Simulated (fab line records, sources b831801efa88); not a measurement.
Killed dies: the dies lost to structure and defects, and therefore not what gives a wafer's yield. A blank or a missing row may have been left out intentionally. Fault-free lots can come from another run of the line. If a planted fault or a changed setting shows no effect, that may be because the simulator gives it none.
Which tool is to blame?    flow gf180mcu    11 lots with 33 wafers sampled at 5 steps, on a route of 602 steps

## WHAT THE GAUGES READ, wafer by wafer
GF_MVSD_TW_MEAS_11.
lot   measured     on             MVSD_TW
L672  day 4 10:52  film metro-03  1556 1548 1550
L673  day 4 15:12  film metro-03  1550 1548 1540
L674  day 4 22:50  film metro-01  1570 1574 1574
L681  day 6 13:31  film metro-04  1579 1591 1579
L682  day 6 17:46  film metro-03  1541 1553 1551
L683  day 6 21:53  film metro-01  1580 1584 1575
L688  day 8 10:47  film metro-01  1571 1575 1575
L689  day 8 15:38  film metro-04  1586 1584 1591
L691  day 9 02:14  film metro-01  1575 1568 1575
L693  day 9 13:53  film metro-03  1530 1530 1531
L695  day 9 22:02  film metro-04  1590 1597 1582

GF_VT_IMPLANT_OVL_MEAS_18.
lot   measured      on          VT_IMPLANT_01_OVL (nm)
L672  day 6 05:07   overlay-01  2.0 2.1 1.8
L673  day 6 08:31   overlay-02  -0.2 -1.7 -0.2
L674  day 6 17:23   overlay-02  0.4 1.1 0.4
L681  day 8 12:57   overlay-01  -2.0 -0.9 0.2
L682  day 8 16:36   overlay-01  2.0 1.3 0.0
L683  day 8 21:46   overlay-02  -0.1 0.2 2.3
L688  day 10 13:24  overlay-02  4.2 0.3 -1.2
L689  day 10 19:54  overlay-02  0.4 0.0 0.6
L691  day 11 07:15  overlay-01  -0.8 -2.0 -0.5
L693  day 11 21:06  overlay-01  0.2 0.8 2.3
L695  day 12 05:44  overlay-01  0.6 0.1 2.2

GF_VT_IMPLANT_TW_MEAS_43.
lot   measured      on             VT_IMPLANT_4_TW
L672  day 7 10:58   film metro-03  673 674 675
L673  day 7 14:34   film metro-03  677 677 674
L674  day 8 00:46   film metro-02  689 689 694
L681  day 9 21:55   film metro-01  30 30 30
L682  day 10 03:24  film metro-02  30 30 30
L683  day 10 08:07  film metro-02  686 688 690
L688  day 12 03:49  film metro-01  689 687 694
L689  day 12 08:53  film metro-01  694 691 684
L691  day 12 23:11  film metro-02  685 687 685
L693  day 13 13:09  film metro-02  689 693 693
L695  day 13 23:04  film metro-03  679 676 681

## WHAT TOOL EACH LOT RAN ON (gives the tool, then ch and the chambers of the sampled wafers, and finally the start)
lot   GF_VT_IMPLANT_STRIP_31                GF_VT_IMPLANT_STRIP_42
L672  plasma asher-01 ch 0,1, day 6 20:22   plasma asher-03 ch 0,1, day 7 10:52
L673  plasma asher-01 ch 0,1, day 6 23:11   plasma asher-02 ch 0,1, day 7 14:28
L674  plasma asher-02 ch 0,1, day 7 09:05   plasma asher-03 ch 0,1, day 8 00:40
L681  plasma asher-03 ch 0,1, day 9 05:04   plasma asher-02 ch 0,1, day 9 21:49
L682  plasma asher-02 ch 0,1, day 9 09:41   plasma asher-02 ch 0,1, day 10 03:17
L683  plasma asher-02 ch 0,1, day 9 14:22   plasma asher-03 ch 0,1, day 10 08:01
L688  plasma asher-03 ch 0, day 11 08:23    plasma asher-02 ch 0,1, day 12 03:43
L689  plasma asher-01 ch 0,1, day 11 13:40  plasma asher-01 ch 0,1, day 12 08:47
L691  plasma asher-01 ch 0,1, day 12 02:56  plasma asher-03 ch 0,1, day 12 23:05
L693  plasma asher-03 ch 0,1, day 12 16:55  plasma asher-03 ch 0,1, day 13 13:04
L695  plasma asher-02 ch 1, day 13 02:05    plasma asher-01 ch 0, day 13 22:58
- GF_VT_IMPLANT_STRIP_31: strips in O2/N2.
- GF_VT_IMPLANT_STRIP_42: strips in O2/N2.

## AS READ BY THE TOOLS THEMSELVES (means over the sampled wafers that have a number; for cases with no such wafer, the mark the record gives instead)
GF_VT_IMPLANT_STRIP_31.
lot   tool             chamber pressure mTorr (mTorr)  drypump motor current A (A)  heater power w (W)  n2 flow sccm (sccm)  oes product au (a.u.)  strip time to endpoint s (s)
L672  plasma asher-01  1499.1                          6.0                          356                 300.2                0.716                  12.64
L673  plasma asher-01  1500.8                          6.1                          355                 300.2                0.722                  12.58
L674  plasma asher-02  1500.1                          5.2                          324                 300.0                0.711                  12.62
L681  plasma asher-03  -                               -                            -                   -                    -                      -
L682  plasma asher-02  -                               -                            -                   -                    -                      -
L683  plasma asher-02  1500.9                          5.1                          328                 300.4                0.717                  12.62
L688  plasma asher-03  1499.6                          6.1                          328                 301.3                0.721                  12.57
L689  plasma asher-01  1499.4                          6.1                          359                 299.2                0.716                  12.63
L691  plasma asher-01  1499.0                          5.8                          385                 299.6                0.714                  12.62
L693  plasma asher-03  1501.2                          6.5                          334                 300.2                0.719                  12.58
L695  plasma asher-02  1499.3                          5.0                          335                 299.7                0.720                  12.61

GF_VT_IMPLANT_STRIP_42.
lot   tool             chamber pressure mTorr (mTorr)  drypump motor current A (A)  heater power w (W)  n2 flow sccm (sccm)  oes product au (a.u.)  strip time to endpoint s (s)
L672  plasma asher-03  1499.2                          6.5                          337                 299.9                0.714                  12.56
L673  plasma asher-02  1499.7                          5.2                          327                 299.3                0.714                  12.64
L674  plasma asher-03  1499.5                          6.3                          336                 299.2                0.711                  12.61
L681  plasma asher-02  1499.7                          5.2                          326                 299.8                0.723                  27.56
L682  plasma asher-02  1499.1                          5.2                          324                 299.5                0.721                  27.58
L683  plasma asher-03  1500.4                          6.5                          334                 300.2                0.719                  12.58
L688  plasma asher-02  1499.3                          5.2                          320                 300.1                0.718                  12.59
L689  plasma asher-01  1499.9                          6.1                          358                 300.5                0.712                  12.61
L691  plasma asher-03  1500.1                          6.5                          327                 301.0                0.717                  12.65
L693  plasma asher-03  1499.0                          6.5                          330                 299.6                0.718                  12.61
L695  plasma asher-01  1499.5                          6.3                          334                 299.9                0.717                  12.56

## THE ANSWER, worked out from the rows above alone
Rule: what is usual is taken from the lots themselves. Put in order of their means at a reading, lots are off if they are a third of the lots or fewer, leave a main group of 4 or more, and stand apart from it by a gap of 3 or more times the standard deviation of the main group's means; of several such gaps the widest counts. If all means in a main group match to the digits the tables above print for the reading, that group is not used. Also off: a lot with no number at a reading for which 4 or more lots have one. Where the step has rows for the other lots, those lots are counted as sound. Order of review: gauges by route order, followed by the tools' own readings, for which a lot's mean as printed above is used. The first step at which some lot is off is used, and at that step the reading that is off furthest; a lot without a number counts as furthest.
Off: L681, L682, seen at GF_VT_IMPLANT_TW_MEAS_43 (VT_IMPLANT_4_TW). For the main group the mean is 685 and the standard deviation 6.5.
A tool fits if, at a process step before that reading, it ran every lot that is off, and no sound lot after the first of them. The gauges at GF_VT_IMPLANT_TW_MEAS_43 aren't tried: what is off there is off at GF_VT_IMPLANT_STRIP_31 too, on other tools, and a gauge's error can't cause that. No candidate that was tried fits.

## WHAT THE SIMULATOR HAD INSERTED
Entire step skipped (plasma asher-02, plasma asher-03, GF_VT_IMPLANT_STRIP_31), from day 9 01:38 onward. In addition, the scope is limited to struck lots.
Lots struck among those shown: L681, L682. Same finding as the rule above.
